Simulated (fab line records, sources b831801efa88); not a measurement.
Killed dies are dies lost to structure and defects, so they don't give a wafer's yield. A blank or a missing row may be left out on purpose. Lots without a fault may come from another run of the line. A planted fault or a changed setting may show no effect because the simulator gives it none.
fab line records | flow sky130
record lots=12 wafers=36 last_day=50
route steps=708 shown VIA3@595 METAL4@601 CAP2M@605 PAD_OPEN@708
lots that met no fault: from a run of the same line without faults
start_h: hours from the record's first day to the start of the lot's first wafer shown | wait_h: hours since the lot's step before | " the same as in the row above | L1.1+2: a row that stands for several wafers | - no value, or no start given | * or withheld: withheld | < > ~ a bound
route shown NAME@n: a module of which the file shows steps, and the number in the route of the first | usual: mean/standard deviation of fault-free wafers | same: alike in all rows | chamber/n: place in a boat | sites: the reading at each site | _std_site: their standard deviation | _edge_site: outer sites' mean less inner sites' | radius_mm: how far each site lies from the wafer's centre | mask NAME#n: copy n | behind: the tool/chamber that last shaped the wafer | hold: why the lot was held/for how many hours/how that ended | device: the transistor (n, p or np) that didn't switch | end of line: the same wafers' tests at the end of the route | a step without rows: its recipe alone | killed: dies lost to structure and defects at the first sort, not the wafer's yield | map: a wafer's dies, x killed, . not, _ none there
set.NAME: the setting as run; set.NAME@STEP: as run at that earlier step | model.NAME: the simulator's own value behind a step, which no gauge read
steps of the route over a sample of lots; a table a step, a row a wafer
services: from which hour (start_h, from the record's first day; less than 0 if before it) a tool's chamber was out of use, for how many hours, and why
## steps
# step SKY_VIA3_RS_MEAS_22
# recipe thk_meas_gauge=four-point-probe reads=W_of_VIA3_CVD_21+TiN_of_VIA3_SPUTTER_20
# usual VIA3_W_RS=0.296/0.0031
# columns lot.wafer tool chamber start_h wait_h VIA3_W_RS[ohm/sq]
L224.3 film_metro-01 - 944.89 0.1 0.295
L224.4 " - " " 0.298
L224.6 " - " " 0.295
L226.1 film_metro-03 - 949.78 0.1 0.298
L226.2 " - " " 0.297
L226.3 " - " " 0.300
L229.3 film_metro-03 - 965.80 0.1 0.294
L229.5 " - " " 0.295
L229.6 " - " " 0.289
L231.2 film_metro-04 - 977.83 0.1 0.299
L231.3 " - " " 0.292
L231.6 " - " " 0.298
L232.2 film_metro-03 - 984.68 0.1 0.291
L232.5 " - " " 0.293
L232.6 " - " " 0.296
L234.4 film_metro-03 - 1002.37 0.1 0.294
L234.5 " - " " 0.293
L234.6 " - " " 0.293
L235.1 film_metro-01 - 1011.29 0.1 0.298
L235.2 " - " " 0.295
L235.3 " - " " 0.300
L237.3 film_metro-03 - 1017.52 0.1 0.296
L237.4 " - " " 0.294
L237.6 " - " " 0.301
L238.2 film_metro-01 - 1023.43 0.1 0.295
L238.3 " - " " 0.297
L238.5 " - " " 0.297
L239.2 film_metro-04 - 1029.29 0.1 0.301
L239.3 " - " " 0.297
L239.4 " - " " 0.298
L244.2 film_metro-04 - 1064.37 0.1 0.294
L244.3 " - " " 0.297
L244.4 " - " " 0.294
L246.4 film_metro-04 - 1072.84 0.1 0.292
L246.5 " - " " 0.290
L246.6 " - " " 0.292
# step SKY_VIA3_CMP_24
# recipe stop_on=SiO2 t_overpolish_s=20 down_force_psi=3.5 platen_rpm=60 target_thk_nm=0 pad_velocity_m_s=0.94248
# usual head_pressure_psi=3.500/0.0074 motor_current_A=11.1/1.4 overpolish_run_s=20.000/0.0089 t_overpolish_s=20/0 time_to_endpoint_s=94/5.9
# columns lot.wafer tool chamber start_h wait_h head_pressure_psi motor_current_A overpolish_run_s t_overpolish_s time_to_endpoint_s
L224.4 cmp-01 2 945.12 0.1 3.496 10.2 19.999 20 96
L224.3 " 0 " " 3.503 13.2 19.995 20 97
L224.6 " 2 " " 3.510 10.1 20.014 20 101
L226.3 cmp-01 0 949.96 0.0 3.497 13.7 19.999 20 95
L226.2 " 1 " " 3.502 12.3 20.008 20 100
L226.1 " 2 " " 3.514 10.4 20.022 20 100
L229.3 cmp-01 1 965.94 0.0 3.498 12.3 19.978 20 107
L229.5 " 1 " " 3.481 12.4 20.004 20 108
L229.6 " 2 " " 3.482 10.3 20.005 20 108
L231.3 cmp-01 3 978.04 0.1 3.493 9.0 19.997 20 87
L231.2 " 0 " " 3.500 12.9 20.012 20 96
L231.6 " 3 " " 3.496 9.1 20.013 20 87
L232.2 cmp-02 1 984.94 0.1 3.511 11.9 20.000 20 92
L232.5 " 3 " " 3.496 11.7 20.004 20 93
L232.6 " 0 " " 3.506 10.1 19.996 20 91
L234.4 cmp-01 2 1002.51 0.0 3.498 10.5 19.996 20 96
L234.6 " 2 " " 3.491 9.8 19.991 20 95
L234.5 " 3 " " 3.491 9.1 19.985 20 87
L235.1 cmp-01 3 1011.47 0.1 3.495 9.2 20.004 20 90
L235.2 " 0 " " 3.501 13.4 19.992 20 97
L235.3 " 2 " " 3.510 10.4 19.999 20 99
L237.4 cmp-01 1 1017.76 0.1 3.488 12.0 20.003 20 105
L237.3 " 2 " " 3.498 10.3 20.023 20 96
L237.6 " 0 " " 3.492 12.7 19.993 20 96
L238.2 cmp-01 1 1023.59 0.0 3.509 11.8 19.996 20 106
L238.3 " 3 " " 3.505 9.4 19.999 20 90
L238.5 " 2 " " 3.503 9.8 19.995 20 100
L239.2 cmp-01 3 1029.50 0.1 3.506 9.5 19.997 20 84
L239.4 " 0 " " 3.502 13.5 19.993 20 94
L239.3 " 1 " " 3.490 11.9 27.178 27.169 101
L244.4 cmp-02 2 1064.53 0.0 3.503 10.7 20.003 20 96
L244.2 " 3 " " 3.502 10.8 19.980 20 87
L244.3 " 1 " " 3.504 12.3 19.983 20 89
L246.4 cmp-02 1 1073.01 0.1 3.502 12.2 19.995 20 92
L246.5 " 0 " " 3.506 10.6 19.997 20 91
L246.6 " 1 " " 3.494 11.8 20.006 20 90
# step SKY_METAL4_SPUTTER_03
# recipe material=Ti target_thk_nm=5 power_w=3000 time_s=3.3 chamber_pressure_pa=0.4
# usual throttle_valve_pct=30.2/1.3
# columns lot.wafer tool chamber start_h wait_h throttle_valve_pct
L224.3 pvd_sputter-02 - 945.45 0.0 31.3
L224.4 " - " " 28.5
L224.6 " - " " 30.4
L226.1 pvd_sputter-01 - 950.35 0.0 30.3
L226.2 " - " " 31.7
L226.3 " - " " 28.3
L229.3 pvd_sputter-03 - 966.33 0.0 32.0
L229.5 " - " " 29.0
L229.6 " - " " 31.9
L231.2 pvd_sputter-02 - 978.37 0.0 30.9
L231.3 " - " " 28.8
L231.6 " - " " 30.0
L232.2 pvd_sputter-01 - 985.23 0.0 30.3
L232.5 " - " " 30.2
L232.6 " - " " 28.3
L234.4 pvd_sputter-01 - 1002.90 0.0 30.2
L234.5 " - " " 28.3
L234.6 " - " " 31.9
L235.1 pvd_sputter-02 - 1011.85 0.0 31.0
L235.2 " - " " 31.2
L235.3 " - " " 28.4
L237.3 pvd_sputter-03 - 1018.05 0.0 31.5
L237.4 " - " " 31.9
L237.6 " - " " 29.0
L238.2 pvd_sputter-02 - 1023.98 0.0 30.1
L238.3 " - " " 31.3
L238.5 " - " " 31.5
L239.2 pvd_sputter-03 - 1029.84 0.0 31.7
L239.3 " - " " 28.4
L239.4 " - " " 29.1
L244.2 pvd_sputter-03 - 1064.91 0.0 31.6
L244.3 " - " " 29.1
L244.4 " - " " 28.8
L246.4 pvd_sputter-01 - 1073.35 0.0 28.2
L246.5 " - " " 28.1
L246.6 " - " " 30.1
# step SKY_CAP2M_SPUTTER_02
# recipe material=TiN target_thk_nm=200 temp_c=300 power_w=6500 time_s=162.6 chamber_pressure_pa=0.4
# usual throttle_valve_pct=30.2/0.99
# columns lot.wafer tool chamber start_h wait_h throttle_valve_pct
L224.3 pvd_sputter-04 - 945.60 0.0 30.8
L224.4 " - " " 29.0
L224.6 " - " " 30.8
L226.1 pvd_sputter-04 - 950.49 0.1 30.8
L226.2 " - " " 30.0
L226.3 " - " " 30.9
L229.3 pvd_sputter-04 - 966.48 0.0 30.7
L229.5 " - " " 30.6
L229.6 " - " " 30.0
L231.2 pvd_sputter-04 - 978.52 0.0 30.7
L231.3 " - " " 29.3
L231.6 " - " " 30.8
L232.2 pvd_sputter-03 - 985.38 0.0 32.0
L232.5 " - " " 28.8
L232.6 " - " " 31.8
L234.4 pvd_sputter-03 - 1003.05 0.0 32.0
L234.5 " - " " 28.8
L234.6 " - " " 28.8
L235.1 pvd_sputter-03 - 1012.00 0.1 31.3
L235.2 " - " " 32.1
L235.3 " - " " 29.2
L237.3 pvd_sputter-04 - 1018.20 0.0 29.3
L237.4 " - " " 30.9
L237.6 " - " " 31.0
L238.2 pvd_sputter-02 - 1024.13 0.0 30.8
L238.3 " - " " 29.9
L238.5 " - " " 28.5
L239.2 pvd_sputter-04 - 1029.99 0.0 30.7
L239.3 " - " " 30.2
L239.4 " - " " 30.8
L244.2 pvd_sputter-02 - 1065.06 0.0 30.0
L244.3 " - " " 31.4
L244.4 " - " " 30.9
L246.4 pvd_sputter-03 - 1073.50 0.0 28.6
L246.5 " - " " 32.0
L246.6 " - " " 29.0
# step SKY_PAD_OPEN_PROBE_99
# usual defect_limited_yield=82.4/2 killed_at_M0_to_M3=42/6.8 killed_at_M4_up=3.4/1.8 killed_at_contacts=25/5.7 killed_at_front_end=16/4.8 killed_at_other=0.2/0.39 killed_dies=87/9.6 killed_open=47/6.9 killed_short=40/6.3 sort_bin_3_pad_short=0.9/0.45 sort_bin_5_function=10.4/1.5 sort_bin_6_memory=6.3/1.1 sort_n_pass=405/9.6 sort_yield_pct=82.4/2
# same gross_dies=492 killed_at_back_side=0 sort_bin_4_leakage[%]=0 sort_bin_8_speed[%]=0
# columns lot.wafer tool chamber start_h wait_h defect_limited_yield[%] killed_at_M0_to_M3 killed_at_M4_up killed_at_contacts killed_at_front_end killed_at_other killed_dies killed_open killed_short sort_bin_3_pad_short[%] sort_bin_5_function[%] sort_bin_6_memory[%] sort_n_pass sort_yield_pct[%]
L224.3 prober-01 - 1091.01 0.2 81.1 46 4 32 11 0 93 51 42 0.8 12.8 5.3 399 81.1
L224.4 prober-01 - 1091.06 0.2 81.7 48 4 26 11 1 90 49 41 0.4 11.4 6.5 402 81.7
L224.6 prober-01 - 1091.16 0.2 80.3 46 5 29 17 0 97 55 42 1.4 10.8 7.5 395 80.3
L226.1 prober-02 - 1094.03 0.1 83.3 37 3 25 17 0 82 39 43 0.6 8.7 7.3 410 83.3
L226.2 prober-02 - 1094.08 0.1 80.5 44 3 32 17 0 96 43 53 2.6 10.4 6.5 396 80.5
L226.3 prober-02 - 1094.13 0.2 78.3 45 9 27 26 0 107 58 49 1.4 14.0 6.3 385 78.3
L229.3 prober-01 - 1107.53 0.2 83.5 36 3 23 19 0 81 40 41 1.2 10.4 4.9 411 83.5
L229.5 prober-01 - 1107.63 0.2 82.3 39 7 19 21 1 87 41 46 0.6 11.6 5.5 405 82.3
L229.6 prober-01 - 1107.68 0.2 85.6 42 3 15 11 0 71 33 38 1.0 8.1 5.3 421 85.6
L231.2 prober-02 - 1118.53 0.1 83.3 40 3 28 11 0 82 42 40 0.4 10.6 5.7 410 83.3
L231.3 prober-02 - 1118.58 0.2 85.6 29 4 20 18 0 71 36 35 1.0 6.9 6.5 421 85.6
L231.6 prober-02 - 1118.73 0.2 80.9 42 2 26 24 0 94 63 31 0.6 12.0 6.5 398 80.9
L232.2 prober-01 - 1122.64 0.1 85.8 32 3 15 20 0 70 34 36 1.4 8.3 4.5 422 85.8
L232.5 prober-01 - 1122.79 0.2 81.5 44 4 29 14 0 91 50 41 1.6 12.4 4.5 401 81.5
L232.6 prober-01 - 1122.84 0.2 83.7 43 3 13 21 0 80 32 48 0.6 9.3 6.3 412 83.7
L234.4 prober-01 - 1138.83 0.2 81.5 49 6 19 17 0 91 52 39 0.6 9.1 8.7 401 81.5
L234.5 prober-01 - 1138.88 0.2 82.1 48 2 24 14 0 88 48 40 0.8 10.8 6.3 404 82.1
L234.6 prober-01 - 1138.93 0.2 87.0 32 1 20 11 0 64 40 24 1.0 8.3 3.7 428 87.0
L235.1 prober-02 - 1145.28 0.1 85.8 42 1 14 13 0 70 42 28 0.4 8.7 5.1 422 85.8
L235.2 prober-02 - 1145.33 0.1 82.3 36 1 30 20 0 87 49 38 1.4 11.2 5.1 405 82.3
L235.3 prober-02 - 1145.38 0.2 82.9 41 4 26 12 1 84 48 36 0.6 10.2 6.3 408 82.9
L237.3 prober-02 - 1150.53 0.2 80.9 38 4 25 27 0 94 60 34 1.6 10.4 7.1 398 80.9
L237.4 prober-02 - 1150.58 0.2 84.6 38 1 22 14 1 76 39 37 0.2 9.6 5.7 416 84.6
L237.6 prober-02 - 1150.68 0.2 83.5 37 4 29 10 1 81 42 39 0.8 10.4 5.3 411 83.5
L238.2 prober-01 - 1154.76 0.1 83.9 40 1 22 16 0 79 51 28 0.2 10.2 5.7 413 83.9
L238.3 prober-01 - 1154.81 0.2 86.0 36 1 19 13 0 69 38 31 1.0 7.5 5.5 423 86.0
L238.5 prober-01 - 1154.91 0.2 84.3 38 8 24 7 0 77 47 30 1.4 8.9 5.3 415 84.3
L239.2 prober-02 - 1159.68 0.1 83.5 37 3 20 20 1 81 45 36 0.4 9.3 6.7 411 83.5
L239.3 prober-02 - 1159.73 0.2 83.5 41 5 14 20 1 81 37 43 0.4 8.7 7.3 411 83.5
L239.4 prober-02 - 1159.78 0.2 83.7 37 1 19 23 0 80 39 41 0.8 10.6 4.9 412 83.7
L244.2 prober-01 - 1186.14 0.1 79.9 49 4 27 19 0 99 51 48 1.4 10.6 8.1 393 79.9
L244.3 prober-01 - 1186.19 0.2 82.5 37 5 31 12 1 86 47 39 1.6 10.2 5.7 406 82.5
L244.4 prober-01 - 1186.24 0.2 81.7 41 0 32 17 0 90 50 40 0.6 10.4 7.3 402 81.7
L246.4 prober-01 - 1190.77 0.2 81.1 57 2 20 14 0 93 50 43 0.6 11.2 7.1 399 81.1
L246.5 prober-01 - 1190.82 0.2 82.3 54 0 24 9 0 87 42 45 0.8 11.2 5.7 405 82.3
L246.6 prober-01 - 1190.87 0.2 84.6 48 5 15 8 0 76 42 34 1.0 8.9 5.5 416 84.6
# killed by level:class
L224.3 VIA1:geometric_particle:open=14 CONTACT:geometric_particle:open=12 LI_CONTACT:geometric_particle:open=7 METAL1:geometric_particle:short=7 LOCAL_INTERCONNECT:geometric_particle:short=6 VIA1:geometric_particle:short=6 VIA3:geometric_particle:open=6 LI_CONTACT:geometric_particle:short=5
L224.4 CONTACT:geometric_particle:open=10 LI_CONTACT:geometric_particle:open=9 VIA1:geometric_particle:open=9 METAL1:geometric_particle:short=7 VIA1:geometric_particle:short=6 METAL2:geometric_particle:short=6 VIA2:geometric_particle:short=5 VIA3:geometric_particle:open=5
L224.6 VIA1:geometric_particle:open=19 CONTACT:geometric_particle:open=13 VIA1:geometric_particle:short=8 FIELD_ISO:geometric_particle:open=5 POLY_GATE:geometric_particle:short=5 LI_CONTACT:geometric_particle:open=5 CONTACT:geometric_particle:short=5 FIELD_ISO:geometric_particle:short=3
L226.1 CONTACT:geometric_particle:open=8 METAL1:geometric_particle:short=8 LI_CONTACT:geometric_particle:open=7 VIA1:geometric_particle:open=7 VIA3:geometric_particle:open=7 CONTACT:geometric_particle:short=5 FIELD_ISO:geometric_particle:short=4 FIELD_ISO:geometric_particle:open=4
L226.2 CONTACT:geometric_particle:open=13 METAL1:geometric_particle:short=9 VIA1:geometric_particle:open=8 FIELD_ISO:geometric_particle:short=7 LI_CONTACT:geometric_particle:open=7 CONTACT:geometric_particle:short=5 VIA2:geometric_particle:open=5 VIA1:geometric_particle:short=4
L226.3 CONTACT:geometric_particle:open=11 VIA1:geometric_particle:open=10 FIELD_ISO:geometric_particle:short=6 FIELD_ISO:geometric_particle:open=6 POLY_GATE:geometric_particle:open=6 VIA2:geometric_particle:open=6 METAL1:geometric_particle:short=6 METAL4:geometric_particle:short=6
L229.3 VIA1:geometric_particle:open=11 METAL1:geometric_particle:short=8 CONTACT:geometric_particle:open=8 POLY_GATE:geometric_particle:short=6 LOCAL_INTERCONNECT:geometric_particle:short=5 CONTACT:geometric_particle:short=5 FIELD_ISO:geometric_particle:short=4 POLY_GATE:geometric_particle:open=4
L229.5 FIELD_ISO:geometric_particle:open=7 METAL4:geometric_particle:short=7 LI_CONTACT:geometric_particle:open=7 FIELD_ISO:geometric_particle:short=6 METAL1:geometric_particle:short=6 VIA1:geometric_particle:open=6 VIA3:geometric_particle:open=6 CONTACT:geometric_particle:open=5
L229.6 VIA1:geometric_particle:open=8 METAL1:geometric_particle:short=6 VIA2:geometric_particle:open=6 VIA3:geometric_particle:short=5 VIA3:geometric_particle:open=5 POLY_GATE:geometric_particle:open=4 LOCAL_INTERCONNECT:geometric_particle:short=4 CONTACT:geometric_particle:short=4
L231.2 CONTACT:geometric_particle:open=11 CONTACT:geometric_particle:short=8 VIA1:geometric_particle:open=8 LOCAL_INTERCONNECT:geometric_particle:short=6 VIA2:geometric_particle:open=6 FIELD_ISO:geometric_particle:open=4 METAL1:geometric_particle:short=4 VIA1:geometric_particle:short=4
L231.3 CONTACT:geometric_particle:open=9 FIELD_ISO:geometric_particle:open=7 VIA1:geometric_particle:open=7 POLY_GATE:geometric_particle:short=5 CONTACT:geometric_particle:short=5 LI_CONTACT:geometric_particle:open=4 VIA1:geometric_particle:short=4 METAL1:geometric_particle:short=4
L231.6 CONTACT:geometric_particle:open=12 VIA3:geometric_particle:open=11 VIA1:geometric_particle:open=10 FIELD_ISO:geometric_particle:open=7 VIA2:geometric_particle:open=7 POLY_GATE:geometric_particle:short=6 LI_CONTACT:geometric_particle:open=5 LOCAL_INTERCONNECT:geometric_particle:short=5
L232.2 METAL2:geometric_particle:short=8 CONTACT:geometric_particle:open=7 POLY_GATE:geometric_particle:short=5 POLY_GATE:geometric_particle:open=5 VIA1:geometric_particle:short=5 CONTACT:geometric_particle:short=4 VIA1:geometric_particle:open=4 FIELD_ISO:geometric_particle:open=3
L232.5 VIA1:geometric_particle:open=14 CONTACT:geometric_particle:open=11 CONTACT:geometric_particle:short=8 METAL1:geometric_particle:short=8 FIELD_ISO:geometric_particle:open=5 POLY_GATE:geometric_particle:open=4 LI_CONTACT:geometric_particle:open=4 VIA1:geometric_particle:short=4
L232.6 VIA1:geometric_particle:open=12 METAL1:geometric_particle:short=10 POLY_GATE:geometric_particle:short=8 POLY_GATE:geometric_particle:open=8 VIA1:geometric_particle:short=6 CONTACT:geometric_particle:open=4 CONTACT:geometric_particle:short=4 METAL2:geometric_particle:short=4
L234.4 VIA1:geometric_particle:open=12 CONTACT:geometric_particle:open=9 VIA3:geometric_particle:open=8 VIA2:geometric_particle:open=7 POLY_GATE:geometric_particle:short=6 FIELD_ISO:geometric_particle:open=4 POLY_GATE:geometric_particle:open=4 LI_CONTACT:geometric_particle:open=4
L234.5 VIA1:geometric_particle:open=12 VIA3:geometric_particle:short=9 VIA3:geometric_particle:open=8 LI_CONTACT:geometric_particle:open=7 CONTACT:geometric_particle:open=7 VIA2:geometric_particle:open=6 POLY_GATE:geometric_particle:short=4 POLY_GATE:geometric_particle:open=4
L234.6 VIA1:geometric_particle:open=10 CONTACT:geometric_particle:open=8 VIA2:geometric_particle:short=6 VIA2:geometric_particle:open=5 LI_CONTACT:geometric_particle:open=5 POLY_GATE:geometric_particle:short=4 POLY_GATE:geometric_particle:open=4 FIELD_ISO:geometric_particle:short=2
L235.1 VIA1:geometric_particle:open=9 CONTACT:geometric_particle:open=7 VIA3:geometric_particle:open=7 FIELD_ISO:geometric_particle:open=5 METAL2:geometric_particle:short=5 VIA2:geometric_particle:open=5 LI_CONTACT:geometric_particle:open=4 METAL1:geometric_particle:short=4
L235.2 CONTACT:geometric_particle:open=11 CONTACT:geometric_particle:short=9 VIA1:geometric_particle:open=9 VIA2:geometric_particle:open=7 POLY_GATE:geometric_particle:open=6 LI_CONTACT:geometric_particle:short=5 METAL1:geometric_particle:short=5 FIELD_ISO:geometric_particle:short=4
L235.3 CONTACT:geometric_particle:open=12 VIA1:geometric_particle:open=11 METAL2:geometric_particle:short=6 VIA3:geometric_particle:open=6 LI_CONTACT:geometric_particle:short=5 VIA2:geometric_particle:open=5 FIELD_ISO:geometric_particle:short=4 FIELD_ISO:geometric_particle:open=4
L237.3 CONTACT:geometric_particle:open=13 FIELD_ISO:geometric_particle:open=11 VIA1:geometric_particle:open=11 VIA2:geometric_particle:open=7 FIELD_ISO:geometric_particle:short=6 METAL2:geometric_particle:short=5 POLY_GATE:geometric_particle:open=4 CONTACT:geometric_particle:short=4
L237.4 VIA1:geometric_particle:open=13 METAL2:geometric_particle:short=7 POLY_GATE:geometric_particle:open=6 CONTACT:geometric_particle:open=5 CONTACT:geometric_particle:short=5 VIA1:geometric_particle:short=5 FIELD_ISO:geometric_particle:open=4 LI_CONTACT:geometric_particle:open=4
L237.6 LI_CONTACT:geometric_particle:open=9 VIA1:geometric_particle:open=9 METAL2:geometric_particle:short=8 VIA2:geometric_particle:open=8 CONTACT:geometric_particle:short=7 CONTACT:geometric_particle:open=6 LOCAL_INTERCONNECT:geometric_particle:short=4 METAL3:geometric_particle:short=4
L238.2 VIA1:geometric_particle:open=12 LI_CONTACT:geometric_particle:open=8 CONTACT:geometric_particle:open=8 VIA3:geometric_particle:open=6 VIA2:geometric_particle:open=5 SPACER:geometric_particle:open=4 VIA1:geometric_particle:short=4 FIELD_ISO:geometric_particle:short=3
L238.3 VIA3:geometric_particle:open=10 CONTACT:geometric_particle:open=8 LI_CONTACT:geometric_particle:open=5 METAL2:geometric_particle:short=5 CONTACT:geometric_particle:short=4 VIA2:geometric_particle:open=4 FIELD_ISO:geometric_particle:short=3 POLY_GATE:geometric_particle:short=3
L238.5 CONTACT:geometric_particle:open=12 VIA3:geometric_particle:open=10 METAL4:geometric_particle:short=7 VIA1:geometric_particle:open=6 VIA2:geometric_particle:open=5 METAL2:geometric_particle:short=5 CONTACT:geometric_particle:short=4 LI_CONTACT:geometric_particle:open=3
L239.2 VIA1:geometric_particle:open=10 LI_CONTACT:geometric_particle:open=8 VIA1:geometric_particle:short=6 VIA2:geometric_particle:open=6 FIELD_ISO:geometric_particle:short=5 LI_CONTACT:geometric_particle:short=4 CONTACT:geometric_particle:open=4 METAL2:geometric_particle:short=4
L239.3 VIA3:geometric_particle:open=11 POLY_GATE:geometric_particle:short=7 VIA1:geometric_particle:short=6 METAL1:geometric_particle:short=5 METAL2:geometric_particle:short=5 FIELD_ISO:geometric_particle:short=4 LI_CONTACT:geometric_particle:open=4 METAL1:geometric_particle:open=4
L239.4 VIA1:geometric_particle:open=8 POLY_GATE:geometric_particle:open=7 LI_CONTACT:geometric_particle:open=7 POLY_GATE:geometric_particle:short=6 LOCAL_INTERCONNECT:geometric_particle:short=5 VIA1:geometric_particle:short=4 SPACER:geometric_particle:short=4 METAL1:geometric_particle:short=4
L244.2 CONTACT:geometric_particle:open=14 METAL2:geometric_particle:short=11 VIA3:geometric_particle:open=9 FIELD_ISO:geometric_particle:open=6 POLY_GATE:geometric_particle:short=6 LI_CONTACT:geometric_particle:open=6 VIA1:geometric_particle:open=6 FIELD_ISO:geometric_particle:short=5
L244.3 LI_CONTACT:geometric_particle:open=11 CONTACT:geometric_particle:open=10 VIA1:geometric_particle:short=6 CONTACT:geometric_particle:short=6 VIA1:geometric_particle:open=6 VIA3:geometric_particle:open=5 FIELD_ISO:geometric_particle:short=4 METAL1:geometric_particle:short=4
L244.4 VIA1:geometric_particle:open=11 LI_CONTACT:geometric_particle:open=9 CONTACT:geometric_particle:open=8 CONTACT:geometric_particle:short=7 LOCAL_INTERCONNECT:geometric_particle:short=5 METAL2:geometric_particle:short=5 POLY_GATE:geometric_particle:short=4 METAL2:geometric_particle:open=4
L246.4 VIA1:geometric_particle:open=18 METAL2:geometric_particle:short=9 FIELD_ISO:geometric_particle:short=5 VIA1:geometric_particle:short=5 CONTACT:geometric_particle:short=5 VIA2:geometric_particle:open=5 VIA3:geometric_particle:open=5 FIELD_ISO:geometric_particle:open=4
L246.5 VIA1:geometric_particle:open=12 LI_CONTACT:geometric_particle:open=8 METAL1:geometric_particle:short=8 METAL2:geometric_particle:short=8 VIA3:geometric_particle:open=8 CONTACT:geometric_particle:short=6 CONTACT:geometric_particle:open=5 VIA1:geometric_particle:short=5
L246.6 VIA1:geometric_particle:open=13 VIA3:geometric_particle:open=8 CONTACT:geometric_particle:open=7 METAL2:geometric_particle:short=5 METAL1:geometric_particle:short=5 METAL3:geometric_particle:short=5 POLY_GATE:geometric_particle:short=4 VIA2:geometric_particle:open=4
## services
# columns tool chamber start_h hours kind
cmp-02 - 924.04 4.0 pm
pvd_sputter-01 - 924.37 6.0 repair
cmp-01 - 928.04 5.0 pm
cmp-02 - 928.04 - consumable_replace:conditioner
cmp-02 - 928.04 - consumable_replace:pad
pvd_sputter-02 - 931.45 1.9 repair
pvd_sputter-01 - 941.47 0.8 repair
pvd_sputter-02 - 966.21 5.3 repair
pvd_sputter-02 - 1003.37 0.8 repair
pvd_sputter-03 - 1018.12 6.7 repair
pvd_sputter-01 - 1025.49 2.4 repair
cmp-02 - 1044.70 1.0 repair
## key
first_sign step=SKY_VIA3_CMP_24 reading=t_overpolish_s direction=up sigmas=99+ usual=20 struck=27.169
effect step=SKY_VIA3_CMP_24 reading=overpolish_run_s direction=up sigmas=99+ usual=20.000 struck=27.178
met_at SKY_VIA3_CMP_24
struck_lots L239
struck_wafers L239.3
not_acting_at SKY_VIA3_RS_MEAS_22,SKY_METAL4_SPUTTER_03,SKY_CAP2M_SPUTTER_02
onset_between 1023.59 1029.50
fault kind=process_parameter_drift tool=cmp-01 chamber=1 onset_h=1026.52 steps=SKY_VIA3_CMP_24 channel=t_overpolish_s offset=7.1691 shape=step acts_in=these_recipes_only stated=20
